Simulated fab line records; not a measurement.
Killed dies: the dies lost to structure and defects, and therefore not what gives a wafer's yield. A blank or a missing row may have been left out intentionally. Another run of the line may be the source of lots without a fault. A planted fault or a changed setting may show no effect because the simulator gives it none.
A single fault, viewed from 2 desks || flow sky130 || every desk sees just its own numbers, and what lay behind them comes last

FROM THE METROLOGY DESK
What the gauges read for every lot (on any tool): the sampled wafers with a number, averaged. The brackets show how far a lot's mean lies from the usual mean; more than 4 standard deviations puts the lot out of limits, marked OUT.
Columns: A = cd nm at SKY_VT_ADJUST_HVTP_CD_MEAS_07, usual 380.8 nm; B = VT_ADJUST_HVTP_OVL at SKY_VT_ADJUST_HVTP_OVL_MEAS_08, usual -0.3 nm; C = VT_ADJUST_HVTP_TW at SKY_VT_ADJUST_HVTP_TW_MEAS_11, usual 1360; D = VT_ADJUST_LVTN_OVL at SKY_VT_ADJUST_LVTN_OVL_MEAS_07, usual -0.3 nm; E = VT_ADJUST_LVTN_TW at SKY_VT_ADJUST_LVTN_TW_MEAS_10, usual 242.2
{"lot": "L994", "first seen here": "day 6 22:24", "A": 379.5, "B": 1.6, "C": 1370, "D": 1.3, "E": 241.1}
{"lot": "L102", "first seen here": "day 8 22:47", "A": 382.8, "B": 0.4, "C": 1359, "D": -0.7, "E": 239.9}
{"lot": "L104", "first seen here": "day 9 11:01", "A": 378.4, "B": 1.1, "C": 1359, "D": 1.2, "E": 241.2}
{"lot": "L106", "first seen here": "day 10 05:34", "A": 377.6, "B": 0.1, "C": 1355, "D": 0.3, "E": 243.7}
{"lot": "L111", "first seen here": "day 11 10:58", "A": 379.1, "B": 0.4, "C": 1359, "D": -0.0, "E": 243.5}
{"lot": "L113", "first seen here": "day 12 08:18", "A": 380.6, "B": -1.2, "C": 1364, "D": -1.1, "E": 240.8}
{"lot": "L114", "first seen here": "day 12 09:30", "A": 386.2, "B": -2.1, "C": 1363, "D": -1.8, "E": 242.1}
Result from this desk: across the 7 lots, nothing is out of limits.

THE TOOL OWNER'S DESK: litho track-04
For each lot that ran on this tool, the mean over its sampled wafers that have a number, from the tool's own readings at SKY_VT_ADJUST_LVTN_SOFTBAKE_03. The brackets show how far a lot's mean lies from the usual mean; more than 4 standard deviations puts the lot out of limits, marked OUT.
Columns: A = heater power total W at SKY_VT_ADJUST_LVTN_SOFTBAKE_03, usual 65.33 W; B = plate temp C at SKY_VT_ADJUST_LVTN_SOFTBAKE_03, usual 110.00 C
{"lot": "L102", "first seen here": "day 9 10:19", "A": "55.03 (-79) OUT", "B": "96.88 (-87) OUT"}
{"lot": "L104", "first seen here": "day 9 22:43", "A": "54.99 (-80) OUT", "B": "96.80 (-88) OUT"}
{"lot": "L106", "first seen here": "day 10 16:49", "A": "55.02 (-79) OUT", "B": "96.88 (-87) OUT"}
{"lot": "L113", "first seen here": "day 12 20:28", "A": 65.31, "B": 110.14}
{"lot": "L114", "first seen here": "day 12 22:22", "A": 65.22, "B": 109.93}
This desk's verdict: out of limits on L102, L104, L106, starting with L102 at day 9 10:19 (heater power total W at SKY_VT_ADJUST_LVTN_SOFTBAKE_03). In limits: L113, L114.

PUT TOGETHER
On L102, L104, L106, at day 9 10:19, an alarm was possible from the tool owner's desk.
The metrology desk saw nothing out of limits.
The metrology desk holds a record of L102, L104, L106, inside its limits.
Of the lots named, all ran SKY_VT_ADJUST_LVTN_SOFTBAKE_03 on litho track-04.

WHAT THE SIMULATOR HAD PUT IN
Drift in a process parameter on litho track-04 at SKY_VT_ADJUST_LVTN_SOFTBAKE_03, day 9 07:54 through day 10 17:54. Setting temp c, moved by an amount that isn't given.
Lots struck among those shown: L102, L104, L106.
Hours from the fault's start to each desk's first reading out of limits: the tool owner's desk, 2.
